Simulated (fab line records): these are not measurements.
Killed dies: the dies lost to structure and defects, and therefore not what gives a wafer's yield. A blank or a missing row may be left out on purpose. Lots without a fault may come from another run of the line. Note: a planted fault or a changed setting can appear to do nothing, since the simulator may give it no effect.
fab line records	flow sky130
record: lots: 5	wafers: 15	last-day: 49
route steps=708 shown VIA3@591 METAL4@598 CAP2M@603 PAD_OPEN@708
lots with no fault: from the same line, run without faults
start-h: hours from the record's first day to the start of the lot's first wafer shown	wait-h: hours since the lot's step before	" as in the row above	L1.1+2: a row that stands for several wafers	- no value present, or no start provided	* or withheld: withheld	< > ~ a bound
route shown NAME@n: names a module that has steps shown in the file, with the first one's number in the route	usual: the fault-free wafers' mean and standard deviation	same: alike in all rows	chamber/n: place in a boat	sites: each site's reading	_std_site: how widely they spread, as a standard deviation	_edge_site: inner sites' mean taken away from outer sites' mean	radius-mm: how far each site lies from the wafer's centre	mask NAME#n: copy n	behind: the last tool/chamber to shape the wafer	hold: why the lot was held/for how many hours/how that ended	device: names the non-switching transistor (n, p or np)	end of line: the same wafers' tests at the end of the route	a step given without rows: its recipe and nothing more	killed: the dies lost at the first sort to structure and to defects; this is not the yield of the wafer	map: the dies of a wafer, with x for killed, . for not killed, _ for no die there
set.NAME: the setting that was run; set.NAME@STEP: the one run at that earlier step	model.NAME: the simulator's own value behind a step, which no gauge read
lots at some steps of the route; a table a step, a row a wafer
services: a tool's chamber out of use, with start hour (start-h, from the record's first day; less than 0 if before it), hours out, and reason
== steps ==
step: SKY_VIA3_CLEAN_18
recipe: chemistry: IPA	time-s: 180	temp-c: 25
step: SKY_VIA3_CLEAN_19
recipe: chemistry: O3/DIW	dry: n2-spin
step: SKY_VIA3_SPUTTER_20
recipe: material: TiN	target-thk-nm: 20	chamber-pressure-pa: 5	power-w: 4000	time-s: 80
step: SKY_VIA3_CVD_21
recipe: material: W	target-thk-nm: 390	time-s: 117.31	temp-c: 400	pressure-torr: 40
step: SKY_VIA3_CMP_24
recipe: stop-on: SiO2	t-overpolish-s: 20	down-force-psi: 3.5	platen-rpm: 60	target-thk-nm: 0	pad-velocity-m-s: 0.94248
step: SKY_METAL4_SPUTTER_00
recipe: material: Ti	target-thk-nm: 15	power-w: 3000	time-s: 10	chamber-pressure-pa: 0.4
step: SKY_METAL4_SPUTTER_01
recipe: material: TiN	target-thk-nm: 20	power-w: 6500	time-s: 16.7	chamber-pressure-pa: 0.4
step: SKY_METAL4_SPUTTER_02
recipe: material: AlCu	target-thk-nm: 735	power-w: 10600	time-s: 39.1	chamber-pressure-pa: 0.4
step: SKY_METAL4_SPUTTER_03
recipe: material: Ti	target-thk-nm: 5	power-w: 3000	time-s: 3.3	chamber-pressure-pa: 0.4
step: SKY_METAL4_SPUTTER_04
recipe: material: TiN	target-thk-nm: 70	power-w: 6500	time-s: 58.3	chamber-pressure-pa: 0.4
step: SKY_CAP2M_CVD_00
recipe: material: SiO2	target-thk-nm: 15.5	temp-c: 400	time-s: withheld	rf-w: 450
usual: heater-power-w: 683/69	rf-fwd-power-W: 440.2/1.8
lot.wafer	tool	chamber	start-h	wait-h	heater-power-w	rf-fwd-power-W	model.SiO2_of_CAP2M_CVD_00.thk-nm
L296.1	pecvd-04	0	942.53	0.0	741	440.8	15.05
L296.3	"	2	"	"	726	442.3	14.97
L296.5	"	2	"	"	707	438.3	15.32
L307.2	pecvd-04	0	1006.11	0.0	648	369.0	14.47
L307.3	"	2	"	"	585	437.6	15.75
L307.6	"	0	"	"	636	367.2	14.73
L309.3	pecvd-04	0	1012.90	0.0	761	368.6	14.7
L309.5	"	2	"	"	670	436.2	15.73
L309.6	"	0	"	"	753	366.6	14.62
L308.1	pecvd-04	0	1015.07	0.0	622	370.2	14.35
L308.2	"	2	"	"	628	439.1	15.34
L308.3	"	2	"	"	635	437.9	15.91
L314.3	pecvd-02	2	1052.92	0.0	682	440.8	15.66
L314.5	"	0	"	"	781	441.5	15.6
L314.6	"	1	"	"	575	439.2	15.93
step: SKY_CAP2M_THK_MEAS_01
recipe: reads: SiO2_of_CAP2M_CVD_00
usual: CAP2M_CVD_00_THK: 15.55/0.27
lot.wafer	tool	chamber	start-h	wait-h	CAP2M_CVD_00_THK[nm]
L296.1	film-metro-01	-	942.55	-	15.08
L296.3	"	-	"	"	14.98
L296.5	"	-	"	"	15.30
L307.2	film-metro-01	-	1006.15	-	14.48
L307.3	"	-	"	"	15.78
L307.6	"	-	"	"	14.70
L309.3	film-metro-04	-	1012.94	-	14.67
L309.5	"	-	"	"	15.77
L309.6	"	-	"	"	14.65
L308.1	film-metro-03	-	1015.10	-	14.38
L308.2	"	-	"	"	15.37
L308.3	"	-	"	"	15.87
L314.3	film-metro-04	-	1052.96	-	15.66
L314.5	"	-	"	"	15.61
L314.6	"	-	"	"	15.86
step: SKY_CAP2M_SPUTTER_02
recipe: material: TiN	target-thk-nm: 200	temp-c: 300	power-w: 6500	time-s: 166.7	chamber-pressure-pa: 0.4
step: SKY_CAP2M_DEHYDRATE_05
recipe: temp-c: 200	time-s: 60
step: SKY_CAP2M_HMDS_06
recipe: prime-time-s: 60	prime-temp-c: 120
step: SKY_CAP2M_COAT_07
recipe: resist: NOVOLAK	spin-rpm: 3000	resist-thk-nm: 1140
step: SKY_CAP2M_SOFTBAKE_08
recipe: temp-c: 90	time-s: 60	resist: NOVOLAK
step: SKY_CAP2M_EXPOSE_09
recipe: mask-id: CAP2M	na: 0.6	source-shape: conventional	sigma-outer: 0.6	polarization: unpolarized	target-cd-nm: 1000	dose-mj: 159
step: SKY_CAP2M_PEB_10
recipe: temp-c: withheld	time-s: *	resist: NOVOLAK
step: SKY_CAP2M_DEVELOP_11
recipe: resist: NOVOLAK	developer: TMAH	develop-time-s: 60	dev-temp-c: 23
step: SKY_CAP2M_METAL_ETCH_13
recipe: target-depth-nm: 220	stop-on: SiO2	chemistry: Cl2/BCl3	target: TiN	pressure-mtorr: 10	icp-w: 900	bias-w: 48.5	Cl2_flow_sccm: 60	bcl3-flow-sccm: 30	time-s: 62.9
step: SKY_CAP2M_STRIP_14
recipe: chemistry: O2/N2	power-w: 1400	pressure-mtorr: 1500	platen-temp-c: withheld	o2-flow-sccm: 3000	n2-flow-sccm: 300	overash-fraction: 0.5
step: SKY_CAP2M_STRIP_15
recipe: chemistry: post-etch-residue-remover	time-s: 1200	temp-c: 72.5
step: SKY_CAP2M_CLEAN_16
recipe: chemistry: IPA	time-s: 180	temp-c: 25
step: SKY_CAP2M_CLEAN_17
recipe: chemistry: O3/DIW	dry: n2-spin
step: SKY_METAL4_DEHYDRATE_05
recipe: temp-c: 200	time-s: 60
step: SKY_METAL4_HMDS_06
recipe: prime-time-s: 60	prime-temp-c: 120
step: SKY_METAL4_COAT_07
recipe: resist: BARC	temp-c: withheld	time-s: withheld	spin-rpm: 3000	resist-thk-nm: 60
step: SKY_METAL4_COAT_08
recipe: resist: KrF-thick	spin-rpm: 3000	resist-thk-nm: 1140
step: SKY_METAL4_SOFTBAKE_09
recipe: temp-c: 100	time-s: 90	resist: KrF-thick
step: SKY_METAL4_EXPOSE_10
recipe: mask-id: MM4	na: 0.68	source-shape: annular	sigma-inner: 0.4	sigma-outer: 0.8	target-cd-nm: 300	dose-mj: 28
step: SKY_METAL4_PEB_11
recipe: peb-temp-c: withheld	peb-time-s: withheld	resist: KrF-thick
step: SKY_METAL4_DEVELOP_12
recipe: develop-time-s: 60	resist: KrF-thick	dev-temp-c: 21
step: SKY_METAL4_DESCUM_15
recipe: chemistry: O2	source-power-w: 150	bias-power-w: 0	pressure-mtorr: 10	temp-c: 40	time-s: 8
step: SKY_METAL4_ETCH_16
recipe: chemistry: N2/H2	target: BARC	ion-energy-ev: 200	bias-w: 100	pressure-mtorr: 30	n2-flow-sccm: 100	h2-flow-sccm: 200	icp-w: 500	stop-on: SiO2	time-s: 88.2	target-depth-a: 600
step: SKY_METAL4_ETCH_17
recipe: target: SiO2	stop-on: TiN	chemistry: C4F8/O2/Ar	source-w: 1500	bias-w: 1200	pressure-mtorr: 40	c4f8-flow-sccm: withheld	O2_flow_sccm: 6	Ar_flow_sccm: 300	time-s: 3.9	target-depth-a: 150
usual: chamber-pressure-mTorr: 40.00/0.037	oes-product-au: 0.755/0.0077
lot.wafer	tool	chamber	start-h	wait-h	chamber-pressure-mTorr	oes-product-au	rf-hours-counter-h	model.etch.depth-nm
L296.1	rie-diel-03	3	990.31	0.1	40.01	0.745	14	15.05
L296.3	"	2	"	"	40.05	0.742	9	14.97
L296.5	"	1	"	"	39.94	0.762	-	15.32
L307.2	rie-diel-04	2	1051.10	0.1	39.98	0.724	8	14.47
L307.3	"	1	"	"	40.00	0.765	16	15.75
L307.6	"	3	"	"	39.96	0.738	-	14.73
L309.3	rie-diel-02	3	1058.32	0.0	40.02	0.728	13	14.7
L309.5	"	3	"	"	39.98	0.763	-	15.73
L309.6	"	0	"	"	40.01	0.731	-	14.62
L308.1	rie-diel-04	3	1060.82	0.1	39.99	0.720	5	14.35
L308.2	"	2	"	"	39.98	0.748	8	15.34
L308.3	"	0	"	"	40.00	0.751	11	15.91
L314.3	rie-diel-03	2	1095.64	0.0	40.02	0.762	13	15.66
L314.5	"	1	"	"	40.01	0.760	-	15.6
L314.6	"	0	"	"	39.99	0.768	-	15.93
step: SKY_PAD_OPEN_PROBE_99
usual: defect-limited-yield: 82.4/1.9	killed_at_M0_to_M3: 43/6.5	killed_at_M4_up: 3.3/2	killed-at-contacts: 24/5.2	killed-at-front-end: 16/4.2	killed-at-other: 0.3/0.6	killed-dies: 87/9.3	killed-open: 47/7.8	killed-short: 39/6.2	sort_bin_3_pad_short: 0.9/0.42	sort_bin_5_function: 10.5/1.4	sort_bin_6_memory: 6.3/0.97	sort-n-pass: 405/9.3	sort-yield-pct: 82.4/1.9
same: gross-dies: 492	killed-at-back-side: 0	sort_bin_4_leakage[%]: 0	sort_bin_8_speed[%]: 0
lot.wafer	tool	chamber	start-h	wait-h	defect-limited-yield[%]	killed_at_M0_to_M3	killed_at_M4_up	killed-at-contacts	killed-at-front-end	killed-at-other	killed-dies	killed-open	killed-short	sort_bin_3_pad_short[%]	sort_bin_5_function[%]	sort_bin_6_memory[%]	sort-n-pass	sort-yield-pct[%]	model.etest.cap-mim2.bv-v	model.etest.cap-mim2.leak-log10-a-cm2	model.etest.cap-mim2.c-ff-um2
L296.1	prober-01	-	1084.15	0.1	81.9	43	1	28	17	0	89	53	36	0.6	9.8	7.7	403	81.9	13.68	-9.006	2.433
L296.3	prober-01	-	1084.25	0.2	83.5	38	4	27	12	0	81	42	39	0.8	10.2	5.5	411	83.5	13.93	-8.767	2.442
L296.5	prober-01	-	1084.35	0.2	83.5	35	1	24	21	0	81	44	37	0.6	10.2	5.7	411	83.5	13.03	-8.715	2.379
L307.2	prober-02	-	1138.64	0.1	85.2	35	2	26	10	0	73	35	38	0.6	9.6	4.7	419	85.2	13.01	-8.763	2.51
L307.3	prober-02	-	1138.69	0.2	81.7	43	6	19	22	0	90	48	42	0.4	11.4	6.5	402	81.7	15.04	-9.008	2.322
L307.6	prober-02	-	1138.84	0.2	81.9	45	1	27	15	1	89	54	35	0.8	11.6	5.7	403	81.9	13.32	-8.645	2.467
L309.3	prober-01	-	1144.50	0.2	82.9	37	2	26	19	0	84	41	43	1.0	11.0	5.1	408	82.9	13.06	-8.657	2.498
L309.5	prober-01	-	1144.60	0.2	84.6	36	4	21	12	3	76	42	34	0.6	9.8	5.1	416	84.6	13.87	-9.005	2.306
L309.6	prober-01	-	1144.65	0.2	83.1	34	5	25	19	0	83	46	37	0.8	9.1	6.9	409	83.1	13.61	-8.783	2.463
L308.1	prober-02	-	1147.13	0.1	79.7	41	2	32	24	1	100	67	31	0.2	11.4	8.7	392	79.7	12.48	-8.634	2.492
L308.2	prober-02	-	1147.18	0.1	81.9	43	7	27	12	0	89	40	47	0.4	10.2	7.5	403	81.9	13.58	-8.898	2.368
L308.3	prober-02	-	1147.23	0.2	84.8	37	1	23	13	1	75	45	30	1.0	8.9	5.3	417	84.8	14.21	-9.197	2.294
L314.3	prober-01	-	1177.97	0.2	79.5	48	6	30	17	0	101	60	40	1.6	11.6	7.3	391	79.5	14.29	-8.951	2.315
L314.5	prober-01	-	1178.07	0.2	81.5	40	4	32	14	1	91	58	33	0.8	11.8	5.9	401	81.5	14.35	-8.77	2.339
L314.6	prober-01	-	1178.12	0.2	81.7	46	1	34	9	0	90	44	46	0.8	12.4	5.1	402	81.7	14.41	-9.047	2.286
killed by level:class
L296.1 CONTACT:geometric-particle:open=13 VIA1:geometric-particle:open=10 VIA2:geometric-particle:short=7 LI_CONTACT:geometric-particle:open=7 VIA2:geometric-particle:open=7 METAL2:geometric-particle:short=5 FIELD_ISO:geometric-particle:short=4 CONTACT:geometric-particle:short=4
L296.3 VIA1:geometric-particle:open=13 CONTACT:geometric-particle:open=10 CONTACT:geometric-particle:short=6 METAL1:geometric-particle:short=6 VIA2:geometric-particle:short=6 LI_CONTACT:geometric-particle:open=5 VIA3:geometric-particle:open=5 FIELD_ISO:geometric-particle:short=4
L296.5 LI_CONTACT:geometric-particle:open=8 VIA3:geometric-particle:open=8 CONTACT:geometric-particle:short=7 POLY_GATE:geometric-particle:open=6 FIELD_ISO:geometric-particle:open=5 VIA1:geometric-particle:open=5 METAL1:geometric-particle:short=5 VIA1:geometric-particle:short=5
L307.2 CONTACT:geometric-particle:open=10 METAL2:geometric-particle:short=7 FIELD_ISO:geometric-particle:short=7 LI_CONTACT:geometric-particle:open=6 VIA1:geometric-particle:short=6 VIA2:geometric-particle:open=6 VIA1:geometric-particle:open=5 LI_CONTACT:geometric-particle:short=4
L307.3 VIA1:geometric-particle:open=17 POLY_GATE:geometric-particle:short=8 LI_CONTACT:geometric-particle:open=8 METAL2:geometric-particle:short=7 FIELD_ISO:geometric-particle:short=4 CONTACT:geometric-particle:short=4 VIA2:geometric-particle:open=4 METAL1:geometric-particle:short=4
L307.6 VIA1:geometric-particle:open=10 LI_CONTACT:geometric-particle:open=8 VIA3:geometric-particle:open=8 CONTACT:geometric-particle:open=7 CONTACT:geometric-particle:short=5 SPACER:geometric-particle:open=4 VIA3:geometric-particle:short=4 METAL1:geometric-particle:open=4
L309.3 VIA1:geometric-particle:open=10 POLY_GATE:geometric-particle:short=9 LI_CONTACT:geometric-particle:open=7 CONTACT:geometric-particle:open=7 CONTACT:geometric-particle:short=5 METAL2:geometric-particle:short=4 FIELD_ISO:geometric-particle:short=4 FIELD_ISO:geometric-particle:open=4
L309.5 VIA2:geometric-particle:open=7 CONTACT:geometric-particle:open=6 LI_CONTACT:geometric-particle:open=6 VIA1:geometric-particle:short=6 POLY_GATE:geometric-particle:open=5 VIA1:geometric-particle:open=5 VIA3:geometric-particle:open=5 LOCAL_INTERCONNECT:geometric-particle:short=4
L309.6 CONTACT:geometric-particle:open=11 VIA1:geometric-particle:open=10 VIA2:geometric-particle:open=8 LOCAL_INTERCONNECT:geometric-particle:short=7 POLY_GATE:geometric-particle:open=6 VIA1:geometric-particle:short=6 FIELD_ISO:geometric-particle:short=5 POLY_GATE:geometric-particle:short=5
L308.1 CONTACT:geometric-particle:open=19 VIA1:geometric-particle:open=16 METAL1:geometric-particle:short=8 LI_CONTACT:geometric-particle:open=7 FIELD_ISO:geometric-particle:open=6 POLY_GATE:geometric-particle:open=5 FIELD_ISO:geometric-particle:short=4 METAL2:geometric-particle:short=4
L308.2 CONTACT:geometric-particle:open=10 METAL1:geometric-particle:short=8 LI_CONTACT:geometric-particle:open=7 VIA1:geometric-particle:open=7 VIA1:geometric-particle:short=7 LI_CONTACT:geometric-particle:short=6 METAL4:geometric-particle:short=6 FIELD_ISO:geometric-particle:short=4
L308.3 CONTACT:geometric-particle:open=12 VIA1:geometric-particle:open=10 VIA2:geometric-particle:open=8 CONTACT:geometric-particle:short=6 METAL2:geometric-particle:short=6 FIELD_ISO:geometric-particle:open=5 LI_CONTACT:geometric-particle:open=3 METAL1:geometric-particle:short=3
L314.3 VIA1:geometric-particle:open=15 LI_CONTACT:geometric-particle:open=12 CONTACT:geometric-particle:open=10 METAL1:geometric-particle:short=7 VIA3:geometric-particle:open=6 FIELD_ISO:geometric-particle:open=5 FIELD_ISO:geometric-particle:short=5 LOCAL_INTERCONNECT:geometric-particle:short=5
L314.5 CONTACT:geometric-particle:open=20 VIA1:geometric-particle:open=12 POLY_GATE:geometric-particle:short=6 VIA3:geometric-particle:open=6 LI_CONTACT:geometric-particle:open=5 METAL3:geometric-particle:short=5 METAL3:geometric-particle:open=4 VIA2:geometric-particle:open=4
L314.6 CONTACT:geometric-particle:open=12 LI_CONTACT:geometric-particle:open=9 METAL2:geometric-particle:short=8 VIA1:geometric-particle:open=8 CONTACT:geometric-particle:short=7 VIA1:geometric-particle:short=6 VIA3:geometric-particle:open=6 LOCAL_INTERCONNECT:geometric-particle:short=5
== services ==
tool	chamber	start-h	hours	kind
rie-diel-04	0	918.66	4.2	repair
pecvd-02	-	918.75	0.7	repair
rie-diel-02	3	921.14	5.9	repair
rie-diel-03	0	931.61	8.1	repair
pecvd-04	-	952.63	5.5	pm
rie-diel-03	3	954.56	5.5	repair
rie-diel-04	3	955.44	4.6	repair
pecvd-02	0	955.87	5.5	scheduled-down
pecvd-04	2	970.32	2.1	scheduled-down
rie-diel-03	1	971.70	4.8	repair
rie-diel-04	2	990.42	23.4	repair
pecvd-02	-	994.19	0.3	repair
pecvd-04	1	999.38	-	clean
pecvd-04	1	999.38	-	consumable-replace:showerhead
pecvd-04	1	999.38	29.0	scheduled-down
pecvd-04	1	999.38	29.0	vent-cycle
pecvd-02	0	1036.30	5.3	repair
pecvd-02	0	1041.61	5.0	scheduled-down
rie-diel-02	1	1048.36	4.8	repair
rie-diel-04	0	1086.46	7.4	repair
pecvd-02	0	1092.50	4.0	repair
== key ==
first-sign: step: SKY_CAP2M_CVD_00	reading: rf-fwd-power-W	direction: down	sigmas: 40	usual: 440.2	struck: 368.3
effect: step: SKY_CAP2M_THK_MEAS_01	reading: CAP2M_CVD_00_THK	direction: down	sigmas: 3.6	usual: 15.55	struck: 14.58
effect: step: SKY_METAL4_ETCH_17	reading: oes-product-au	direction: down	sigmas: 3.5	usual: 0.755	struck: 0.728
model-effect: step: SKY_CAP2M_CVD_00	value: SiO2_of_CAP2M_CVD_00.thk-nm	without: 15.36	struck: 14.57
model-effect: step: SKY_METAL4_ETCH_17	value: etch.depth-nm	without: 15.36	struck: 14.57
model-effect: step: SKY_PAD_OPEN_PROBE_99	value: etest.cap-mim2.bv-v	without: 13.81	struck: 13.1
met-at SKY_CAP2M_CVD_00
struck-wafers L307.2,L307.6,L308.1,L309.3,L309.6
onset-between 942.53 1006.11
fault: kind: process-parameter-drift	tool: pecvd-04	chamber: 0	onset-h: 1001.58	steps: SKY_CAP2M_CVD_00	channel: rf-w	offset: -72	shape: step	end-h: 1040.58	acts-in: these-recipes-only	stated: 450
